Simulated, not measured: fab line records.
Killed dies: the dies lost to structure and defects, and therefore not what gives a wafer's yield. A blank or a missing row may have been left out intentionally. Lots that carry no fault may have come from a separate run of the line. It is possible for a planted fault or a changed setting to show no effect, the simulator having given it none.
The same fault as seen by 2 desks | flow sky130 | what lay behind the numbers comes last; until then each desk has only its own

## THE TOOL OWNER'S DESK: krf_scanner-02
The tool's own readings at SKY_CONTACT_EXPOSE_11 (exposes mask CTM1, target cd 170 nm): means of the sampled wafers that have a number, for each lot that ran on this tool. Any lot whose mean is over 4 standard deviations away from the usual mean is out of limits and marked OUT; that distance is given in the brackets.
Columns: A = exposure_dose_mJ_cm2 at SKY_CONTACT_EXPOSE_11, usual 38.03
lot  | first seen here | A
L606 | day 30 21:23    | 37.96
L608 | day 31 16:33    | 37.94
L611 | day 32 19:46    | 37.97
L612 | day 33 07:40    | 37.94
L613 | day 34 08:01    | 37.93
L616 | day 34 15:25    | 37.90
L617 | day 35 06:57    | 36.83 (-8.5) OUT
L622 | day 36 10:11    | 37.07 (-6.8) OUT
L625 | day 37 06:32    | 37.23 (-5.7) OUT
Finding of this desk: L617, L622, L625 out of limits; the first was L617 at day 35 06:57, on exposure_dose_mJ_cm2 at SKY_CONTACT_EXPOSE_11. Within limits: L606, L608, L611, L612, L613, L616.

## AT THE METROLOGY DESK
What the gauges read, lot by lot, whatever tool the lot ran on: means of the sampled wafers that have a number. Any lot whose mean is over 4 standard deviations away from the usual mean is out of limits and marked OUT; that distance is given in the brackets.
Columns: A = SD_N_TW at SKY_SD_N_TW_MEAS_12, usual 4015; B = cd_nm at SKY_CONTACT_CD_MEAS_14, usual 170.1 nm
lot  | first seen here | A    | B
L606 | day 27 18:19    | 3958 | 169.5
L607 | day 28 06:26    | 3962 | 169.0
L608 | day 28 14:16    | 3963 | 172.8
L611 | day 29 17:49    | 4035 | 168.4
L612 | day 30 06:13    | 4047 | 170.6
L613 | day 31 06:53    | 3955 | 169.7
L616 | day 31 14:52    | 4008 | 167.2
L617 | day 32 05:58    | 3966 | 165.9
L618 | day 32 07:35    | 4074 | 171.1
L622 | day 33 10:28    | 4048 | 164.9
L625 | day 34 08:53    | 4058 | 166.8
L626 | day 34 16:25    | 3984 | 168.9
This desk's verdict: no lot among the 12 shows anything out of limits.

## TAKEN TOGETHER
An alarm could have come from the tool owner's desk at day 35 06:57, on L617, L622, L625.
The metrology desk saw nothing out of limits.
The metrology desk has L617, L622, L625 on record, within its limits.
On krf_scanner-02, each named lot ran SKY_CONTACT_EXPOSE_11.

## WHAT HAD BEEN PUT IN BY THE SIMULATOR
Process parameter drift: krf_scanner-02, from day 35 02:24 on, at SKY_CONTACT_EXPOSE_11. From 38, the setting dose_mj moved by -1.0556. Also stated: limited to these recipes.
Lots struck among those shown: L617, L622, L625.
Each desk's first reading out of limits, in hours after the fault started: the tool owner's desk, 5.
